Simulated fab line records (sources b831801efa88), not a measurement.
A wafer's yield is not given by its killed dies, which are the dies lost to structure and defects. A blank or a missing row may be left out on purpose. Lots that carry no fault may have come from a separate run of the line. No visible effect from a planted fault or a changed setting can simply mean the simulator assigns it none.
fab line records -- flow sky130
[record] lots = 11, wafers = 33, lastDay = 50
route steps=708 shown CAP2M@616 VIA4@659 METAL5@662 PASSIVATION@692 PAD_OPEN@708
lots with no fault: from the same line, run without faults
startH: hours from the record's first day to the start of the lot's first wafer shown -- waitH: hours from the lot's prior step to this one -- " same as the row above -- L1.1+2: a row that stands for several wafers -- - no value, or no start given -- * or withheld: withheld -- < > ~ a bound
route shown NAME@n: NAME is a module with steps in the file, n the number in the route of the first one -- usual: average and standard deviation across the fault-free wafers -- same: alike in all rows -- chamber/n: place in a boat -- sites: per-site readings -- _std_site: how widely they spread, as a standard deviation -- _edge_site: the outer-site mean with the inner-site mean subtracted -- radiusMm: for every site, how far away it sits from the centre of the wafer -- mask NAME#n: copy n -- behind: the last tool/chamber to shape the wafer -- hold: what put the lot on hold/how long, in hours/how the hold closed -- device: names the non-switching transistor (n, p or np) -- end of line: the same wafers' tests at the end of the route -- step lacking rows: just its recipe -- killed: dies that structure and defects cost at the first sort, which is not the same as the wafer's yield -- map: per-die view of a wafer (x killed, . not killed, _ where there is no die)
set.NAME: the setting that was run; set.NAME@STEP: the one run at that earlier step -- model.NAME: the simulator's own value behind a step, which no gauge read
one table for each step of the route and one row for each wafer, over a sample of lots
services: the hour from which a tool's chamber was out of use, counted from the record's first day as startH (under 0 if before that day), plus the number of hours and why
[[steps]]
[step SKY_CAP2M_METAL_ETCH_13]
[recipe] targetDepthNm = 220, stopOn = SiO2, chemistry = Cl2/BCl3, target = TiN, pressureMtorr = 10, icpW = 900, biasW = 48.5, Cl2_flow_sccm = 60, bcl3FlowSccm = 30, timeS = 62.9
[usual] biasW = 48.49/0.16, drypumpMotorCurrentA = 5.3/0.39, oesProductAu = 0.942/0.0076, throttleValvePct = 21.902/0.01
lot.wafer,tool,chamber,startH,waitH,biasW,drypumpMotorCurrentA,oesProductAu,rfHoursCounterH,throttleValvePct
L817.1,rieMetal-04,1,953.67,0.0,48.58,4.7,0.944,12,21.898
L817.4,rieMetal-04,1,953.67,0.0,48.58,4.7,0.944,-,21.915
L817.5,rieMetal-04,0,953.67,0.0,48.52,5.0,0.953,-,21.885
L818.1,rieMetal-03,0,965.51,0.0,48.38,5.4,0.932,10,21.914
L818.3,rieMetal-03,1,965.51,0.0,48.36,5.7,0.953,-,21.886
L818.4,rieMetal-03,0,965.51,0.0,48.55,5.4,0.947,-,21.889
L819.1,rieMetal-03,0,972.41,0.0,48.34,5.4,0.929,10,21.906
L819.3,rieMetal-03,0,972.41,0.0,48.55,5.4,0.923,-,21.911
L819.6,rieMetal-03,0,972.41,0.0,48.31,5.4,0.930,-,21.898
L822.1,rieMetal-03,0,991.47,0.0,48.32,5.4,0.957,11,21.893
L822.2,rieMetal-03,1,991.47,0.0,48.78,5.7,0.944,6,21.890
L822.4,rieMetal-03,1,991.47,0.0,48.69,5.7,0.931,-,21.893
L820.1,rieMetal-02,1,992.01,0.0,48.51,5.9,0.938,11,21.906
L820.2,rieMetal-02,1,992.01,0.0,48.62,5.9,0.935,-,21.902
L820.6,rieMetal-02,1,992.01,0.0,48.77,5.9,0.927,-,21.909
L823.1,rieMetal-02,1,1004.21,0.0,48.44,5.9,0.936,12,21.912
L823.3,rieMetal-02,0,1004.21,0.0,48.57,5.3,0.945,-,21.896
L823.4,rieMetal-02,1,1004.21,0.0,48.63,5.9,0.936,-,21.911
L830.1,rieMetal-02,1,1047.42,0.0,48.17,5.9,0.934,15,21.901
L830.3,rieMetal-02,0,1047.42,0.0,48.65,5.3,0.954,-,21.895
L830.6,rieMetal-02,1,1047.42,0.0,48.59,5.9,0.949,-,21.900
L831.1,rieMetal-03,0,1050.62,0.0,48.73,5.4,0.949,14,21.896
L831.3,rieMetal-03,0,1050.62,0.0,48.55,5.4,0.938,-,21.935
L831.6,rieMetal-03,1,1050.62,0.0,48.54,5.7,0.943,-,21.923
L835.1,rieMetal-03,0,1071.61,0.0,48.20,5.4,0.957,17,21.902
L835.2,rieMetal-03,0,1071.61,0.0,48.45,5.4,0.950,-,21.900
L835.5,rieMetal-03,0,1071.61,0.0,48.50,5.4,0.950,-,21.886
L834.1,rieMetal-04,1,1073.96,0.0,48.38,4.7,0.945,18,21.906
L834.3,rieMetal-04,0,1073.96,0.0,48.45,4.9,0.940,-,21.913
L834.5,rieMetal-04,1,1073.96,0.0,48.31,4.7,0.928,-,21.908
L838.2,rieMetal-04,0,1098.72,0.0,48.66,4.9,0.956,21,21.883
L838.3,rieMetal-04,0,1098.72,0.0,48.64,5.0,0.958,-,21.892
L838.6,rieMetal-04,1,1098.72,0.0,48.49,4.7,0.959,-,21.893
[step SKY_VIA4_THK_MEAS_20]
[recipe] thkMeasGauge = xrf, reads = W_of_VIA4_CVD_18
[usual] VIA4_W_THK = 501/5.5
lot.wafer,tool,chamber,startH,waitH,VIA4_W_THK[nm]
L817.1,filmMetro-03,-,1004.92,0.1,501
L817.4,filmMetro-03,-,1004.92,0.1,499
L817.5,filmMetro-03,-,1004.92,0.1,502
L818.1,filmMetro-01,-,1015.49,0.1,505
L818.3,filmMetro-01,-,1015.49,0.1,508
L818.4,filmMetro-01,-,1015.49,0.1,500
L819.1,filmMetro-02,-,1022.79,0.1,501
L819.3,filmMetro-02,-,1022.79,0.1,506
L819.6,filmMetro-02,-,1022.79,0.1,501
L822.1,filmMetro-03,-,1040.24,0.1,505
L822.2,filmMetro-03,-,1040.24,0.1,500
L822.4,filmMetro-03,-,1040.24,0.1,493
L820.1,filmMetro-01,-,1040.97,0.1,507
L820.2,filmMetro-01,-,1040.97,0.1,508
L820.6,filmMetro-01,-,1040.97,0.1,504
L823.1,filmMetro-02,-,1052.87,0.1,501
L823.3,filmMetro-02,-,1052.87,0.1,504
L823.4,filmMetro-02,-,1052.87,0.1,500
L830.1,filmMetro-02,-,1093.76,0.1,495
L830.3,filmMetro-02,-,1093.76,0.1,498
L830.6,filmMetro-02,-,1093.76,0.1,488
L831.1,filmMetro-02,-,1096.66,0.1,499
L831.3,filmMetro-02,-,1096.66,0.1,502
L831.6,filmMetro-02,-,1096.66,0.1,496
L835.1,filmMetro-01,-,1116.59,0.1,494
L835.2,filmMetro-01,-,1116.59,0.1,494
L835.5,filmMetro-01,-,1116.59,0.1,500
L834.1,filmMetro-03,-,1118.93,0.1,502
L834.3,filmMetro-03,-,1118.93,0.1,509
L834.5,filmMetro-03,-,1118.93,0.1,506
L838.2,filmMetro-03,-,1142.22,0.1,500
L838.3,filmMetro-03,-,1142.22,0.1,497
L838.6,filmMetro-03,-,1142.22,0.1,494
[step SKY_METAL5_SPUTTER_01]
[recipe] material = TiN, targetThkNm = 20, powerW = 6500, timeS = 16.7, chamberPressurePa = 0.4
[usual] cathodeDcPowerW = 6500.1/1.1, throttleValvePct = 30.5/0.9
lot.wafer,tool,chamber,startH,waitH,cathodeDcPowerW,throttleValvePct
L817.1,pvdSputter-03,-,1005.33,0.0,6499.1,29.6
L817.4,pvdSputter-03,-,1005.33,0.0,6499.6,29.8
L817.5,pvdSputter-03,-,1005.33,0.0,6500.2,29.6
L818.1,pvdSputter-02,-,1015.87,0.0,6499.7,31.5
L818.3,pvdSputter-02,-,1015.87,0.0,6499.2,30.0
L818.4,pvdSputter-02,-,1015.87,0.0,6498.5,31.0
L819.1,pvdSputter-02,-,1023.17,0.0,6499.8,31.0
L819.3,pvdSputter-02,-,1023.17,0.0,6501.0,30.1
L819.6,pvdSputter-02,-,1023.17,0.0,6499.6,31.6
L822.1,pvdSputter-03,-,1040.63,0.0,6500.2,30.4
L822.2,pvdSputter-03,-,1040.63,0.0,6498.6,29.7
L822.4,pvdSputter-03,-,1040.63,0.0,6498.4,29.9
L820.1,pvdSputter-03,-,1041.35,0.0,6500.2,30.1
L820.2,pvdSputter-03,-,1041.35,0.0,6499.4,29.8
L820.6,pvdSputter-03,-,1041.35,0.0,6499.8,30.1
L823.1,pvdSputter-02,-,1053.26,0.0,6499.4,31.4
L823.3,pvdSputter-02,-,1053.26,0.0,6499.1,31.9
L823.4,pvdSputter-02,-,1053.26,0.0,6501.3,31.4
L830.1,pvdSputter-03,-,1094.68,0.0,6499.8,29.9
L830.3,pvdSputter-03,-,1094.68,0.0,6500.3,29.8
L830.6,pvdSputter-03,-,1094.68,0.0,6500.6,30.3
L831.1,pvdSputter-03,-,1097.38,0.0,6501.8,30.1
L831.3,pvdSputter-03,-,1097.38,0.0,6498.6,30.0
L831.6,pvdSputter-03,-,1097.38,0.0,6499.0,29.7
L835.1,pvdSputter-03,-,1116.97,0.0,6499.3,30.3
L835.2,pvdSputter-03,-,1116.97,0.0,6501.0,29.7
L835.5,pvdSputter-03,-,1116.97,0.0,6499.6,29.9
L834.1,pvdSputter-03,-,1119.34,0.0,6500.6,30.5
L834.3,pvdSputter-03,-,1119.34,0.0,6501.5,30.3
L834.5,pvdSputter-03,-,1119.34,0.0,6499.3,30.4
L838.2,pvdSputter-03,-,1142.59,0.0,6498.6,29.9
L838.3,pvdSputter-03,-,1142.59,0.0,6499.2,30.3
L838.6,pvdSputter-03,-,1142.59,0.0,6499.6,30.1
[step SKY_PASSIVATION_ETCH_11]
[recipe] chemistry = CF4/O2, targetDepthNm = 725, stopOn = AlCu, sourceW = 800, biasW = 150, pressureMtorr = 150, cf4FlowSccm = 80, O2_flow_sccm = 10, timeS = 161.1
[usual] biasW = 150.0/0.46, drypumpMotorCurrentA = 5.6/0.41, oesProductAu = 0.979/0.0074, throttleValvePct = 5.964/0.0095
lot.wafer,tool,chamber,startH,waitH,biasW,drypumpMotorCurrentA,oesProductAu,rfHoursCounterH,throttleValvePct
L817.1,rieDiel-02,1,1051.42,-,149.7,5.5,0.979,17,5.972
L817.4,rieDiel-02,0,1051.42,-,150.1,5.1,0.978,14,5.961
L817.5,rieDiel-02,0,1051.42,-,149.5,5.1,0.983,-,5.978
L818.1,rieDiel-01,1,1061.92,-,150.0,5.2,0.992,23,5.968
L818.3,rieDiel-01,2,1061.92,-,149.7,5.1,0.974,18,5.973
L818.4,rieDiel-01,3,1061.92,-,149.6,6.1,0.997,-,5.965
L819.1,rieDiel-01,1,1069.02,-,149.8,5.2,0.983,23,5.969
L819.3,rieDiel-01,2,1069.02,-,150.5,5.1,0.972,18,5.968
L819.6,rieDiel-01,2,1069.02,-,150.1,5.1,0.987,-,5.977
L822.1,rieDiel-03,0,1086.17,-,149.6,6.2,0.968,8,5.958
L822.2,rieDiel-03,3,1086.17,-,149.5,5.7,0.982,18,5.969
L822.4,rieDiel-03,2,1086.17,-,150.3,6.2,0.983,22,5.959
L820.1,rieDiel-02,2,1086.48,-,149.4,5.3,0.983,0,5.954
L820.2,rieDiel-02,3,1086.48,-,149.0,5.9,0.962,7,5.960
L820.6,rieDiel-02,2,1086.48,-,149.4,5.3,0.988,-,5.970
L823.1,rieDiel-03,3,1097.37,-,150.4,5.6,0.976,18,5.961
L823.3,rieDiel-03,0,1097.37,-,150.3,6.2,0.974,9,5.952
L823.4,rieDiel-03,2,1097.37,-,149.9,6.2,0.976,22,5.965
L830.1,rieDiel-02,0,1135.57,-,149.5,5.1,0.974,17,5.965
L830.3,rieDiel-02,3,1135.57,-,150.3,5.9,0.973,9,5.957
L830.6,rieDiel-02,0,1135.57,-,149.1,5.1,0.984,-,5.971
L831.1,rieDiel-02,3,1138.48,-,149.9,5.9,0.970,9,5.954
L831.3,rieDiel-02,2,1138.48,-,150.1,5.4,0.973,2,5.976
L831.6,rieDiel-02,2,1138.48,-,149.7,5.3,0.985,-,5.966
L835.1,rieDiel-03,0,1156.18,-,150.1,6.2,0.985,11,5.961
L835.2,rieDiel-03,2,1156.18,-,149.3,6.2,0.987,25,5.976
L835.5,rieDiel-03,2,1156.18,-,149.2,6.2,0.991,-,5.949
L834.1,rieDiel-03,3,1158.33,-,150.3,5.6,0.983,21,5.959
L834.3,rieDiel-03,1,1158.33,-,149.8,4.9,0.960,18,5.973
L834.5,rieDiel-03,3,1158.33,-,149.7,5.7,0.973,-,5.962
L838.2,rieDiel-02,2,1179.23,-,150.3,5.3,0.979,4,5.952
L838.3,rieDiel-02,1,1179.23,-,149.7,5.5,0.983,22,5.958
L838.6,rieDiel-02,2,1179.23,-,150.5,5.3,1.002,-,5.976
[step SKY_PAD_OPEN_PROBE_99]
[usual] defectLimitedYield = 83.0/2, killed_at_M0_to_M3 = 43/7.1, killed_at_M4_up = 3.1/1.7, killedAtContacts = 23/5.1, killedAtFrontEnd = 14/4.4, killedAtOther = 0.3/0.47, killedDies = 84/9.9, killedOpen = 45/6.6, killedShort = 38/6.8, sort_bin_3_pad_short = 0.8/0.4, sort_bin_5_function = 10.1/1.4, sort_bin_6_memory = 6.1/1.2, sortNPass = 408/9.9, sortYieldPct = 83.0/2
[same] grossDies = 492, killedAtBackSide = 0, sort_bin_4_leakage[%] = 0, sort_bin_8_speed[%] = 0
lot.wafer,tool,chamber,startH,waitH,defectLimitedYield[%],killed_at_M0_to_M3,killed_at_M4_up,killedAtContacts,killedAtFrontEnd,killedAtOther,killedDies,killedOpen,killedShort,sort_bin_3_pad_short[%],sort_bin_5_function[%],sort_bin_6_memory[%],sortNPass,sortYieldPct[%]
L831.1,prober-01,-,1158.85,0.1,84.6,45,1,16,14,0,76,46,30,0.2,8.9,6.3,416,84.6
L831.3,prober-01,-,1158.95,0.2,83.5,43,3,22,12,1,81,43,38,0.2,10.6,5.7,411,83.5
L831.6,prober-01,-,1159.10,0.2,70.9,50,1,22,17,53,143,55,36,2.8,19.9,6.3,349,70.9
L834.1,prober-01,-,1178.18,0.1,80.5,52,3,28,13,0,96,57,39,1.2,9.8,8.5,396,80.5
L834.3,prober-01,-,1178.28,0.2,83.9,47,3,20,9,0,79,48,31,0.4,8.7,6.9,413,83.9
L834.5,prober-01,-,1178.38,0.2,84.6,37,5,23,11,0,76,37,39,0.6,10.6,4.3,416,84.6
L838.2,prober-02,-,1197.32,0.1,79.7,46,6,26,22,0,100,63,37,0.8,12.6,6.9,392,79.7
L838.3,prober-02,-,1197.37,0.2,82.3,47,2,21,17,0,87,52,35,1.0,9.3,7.3,405,82.3
L838.6,prober-02,-,1197.52,0.2,80.1,47,2,33,15,1,98,57,41,1.4,12.0,6.5,394,80.1
// killed by level:class
L831.1 VIA1:geometricParticle:open=13 VIA2:geometricParticle:open=7 VIA3:geometricParticle:open=7 LI_CONTACT:geometricParticle:open=6 METAL1:geometricParticle:short=6 POLY_GATE:geometricParticle:open=5 METAL2:geometricParticle:short=5 CONTACT:geometricParticle:short=4
L831.3 VIA1:geometricParticle:open=15 CONTACT:geometricParticle:open=8 VIA1:geometricParticle:short=7 POLY_GATE:geometricParticle:short=6 METAL1:geometricParticle:short=5 VIA2:geometricParticle:open=5 POLY_GATE:geometricParticle:open=4 LI_CONTACT:geometricParticle:open=4
L831.6 CAP2M:unspecified=52 VIA1:geometricParticle:open=13 CONTACT:geometricParticle:open=10 LI_CONTACT:geometricParticle:open=7 VIA2:geometricParticle:open=7 METAL2:geometricParticle:short=5 FIELD_ISO:geometricParticle:short=4 VIA2:geometricParticle:short=4
L834.1 VIA1:geometricParticle:open=15 CONTACT:geometricParticle:short=10 CONTACT:geometricParticle:open=9 VIA2:geometricParticle:open=6 VIA3:geometricParticle:open=6 METAL3:geometricParticle:short=5 POLY_GATE:geometricParticle:open=4 LI_CONTACT:geometricParticle:open=4
L834.3 VIA3:geometricParticle:open=12 VIA1:geometricParticle:open=8 CONTACT:geometricParticle:open=7 VIA3:geometricParticle:short=7 LI_CONTACT:geometricParticle:open=6 VIA1:geometricParticle:short=5 METAL2:geometricParticle:short=4 VIA2:geometricParticle:short=4
L834.5 LI_CONTACT:geometricParticle:open=7 VIA3:geometricParticle:open=7 VIA2:geometricParticle:open=7 METAL1:geometricParticle:short=6 CONTACT:geometricParticle:short=6 CONTACT:geometricParticle:open=6 METAL4:geometricParticle:short=5 VIA3:geometricParticle:short=4
L838.2 VIA1:geometricParticle:open=15 LI_CONTACT:geometricParticle:open=13 VIA2:geometricParticle:open=8 FIELD_ISO:geometricParticle:open=7 POLY_GATE:geometricParticle:open=7 CONTACT:geometricParticle:short=5 CONTACT:geometricParticle:open=5 VIA1:geometricParticle:short=5
L838.3 VIA1:geometricParticle:open=9 VIA3:geometricParticle:open=8 CONTACT:geometricParticle:open=8 METAL2:geometricParticle:short=7 VIA2:geometricParticle:open=7 LI_CONTACT:geometricParticle:open=6 POLY_GATE:geometricParticle:open=5 FIELD_ISO:geometricParticle:open=4
L838.6 CONTACT:geometricParticle:open=13 LI_CONTACT:geometricParticle:open=9 VIA1:geometricParticle:open=8 POLY_GATE:geometricParticle:open=6 CONTACT:geometricParticle:short=6 METAL1:geometricParticle:short=6 VIA1:geometricParticle:short=5 VIA2:geometricParticle:open=5
[[services]]
tool,chamber,startH,hours,kind
rieDiel-03,0,934.01,10.5,repair
rieDiel-02,-,943.86,4.4,repair
rieMetal-04,-,953.81,15.6,pm
rieDiel-02,1,955.46,9.7,repair
pvdSputter-02,-,959.63,1.3,repair
rieDiel-03,-,963.53,10.0,pm
rieMetal-03,1,971.88,3.1,repair
rieMetal-02,0,976.26,21.6,repair
rieDiel-02,0,985.41,3.5,repair
rieDiel-02,-,990.60,1.5,repair
rieMetal-04,-,991.72,2.8,pm
rieDiel-02,-,1003.04,15.6,pm
rieDiel-03,3,1003.83,4.1,repair
rieMetal-03,-,1047.51,0.3,repair
rieDiel-02,0,1052.24,3.3,repair
rieMetal-03,1,1053.22,110.0,repair
rieDiel-02,3,1080.82,4.8,repair
pvdSputter-02,-,1085.34,2.5,repair
pvdSputter-03,-,1105.30,1.7,repair
pvdSputter-03,-,1124.21,0.6,repair
rieDiel-02,0,1161.44,7.5,repair
rieMetal-03,0,1161.74,1.8,repair
rieMetal-02,-,1173.69,2.8,pm
rieDiel-03,0,1177.48,4.1,repair
[[key]]
[firstSign] step = SKY_PAD_OPEN_PROBE_99, reading = killedAtOther, direction = up, sigmas = 53, usual = 0.3, struck = 53
[effect] step = SKY_PAD_OPEN_PROBE_99, reading = sort_bin_5_function, direction = up, sigmas = 6.8, usual = 10.1, struck = 19.9
metAt SKY_CAP2M_METAL_ETCH_13
struckLots L831
struckWafers L831.6
notActingAt SKY_VIA4_THK_MEAS_20,SKY_METAL5_SPUTTER_01,SKY_PASSIVATION_ETCH_11
onsetBetween 991.47 1050.62
[fault] kind = chamberParticleSource, tool = rieMetal-03, chamber = 1, onsetH = 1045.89, steps = SKY_CAP2M_METAL_ETCH_13, ratePerVisitCm2 = 1.1176, endH = 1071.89
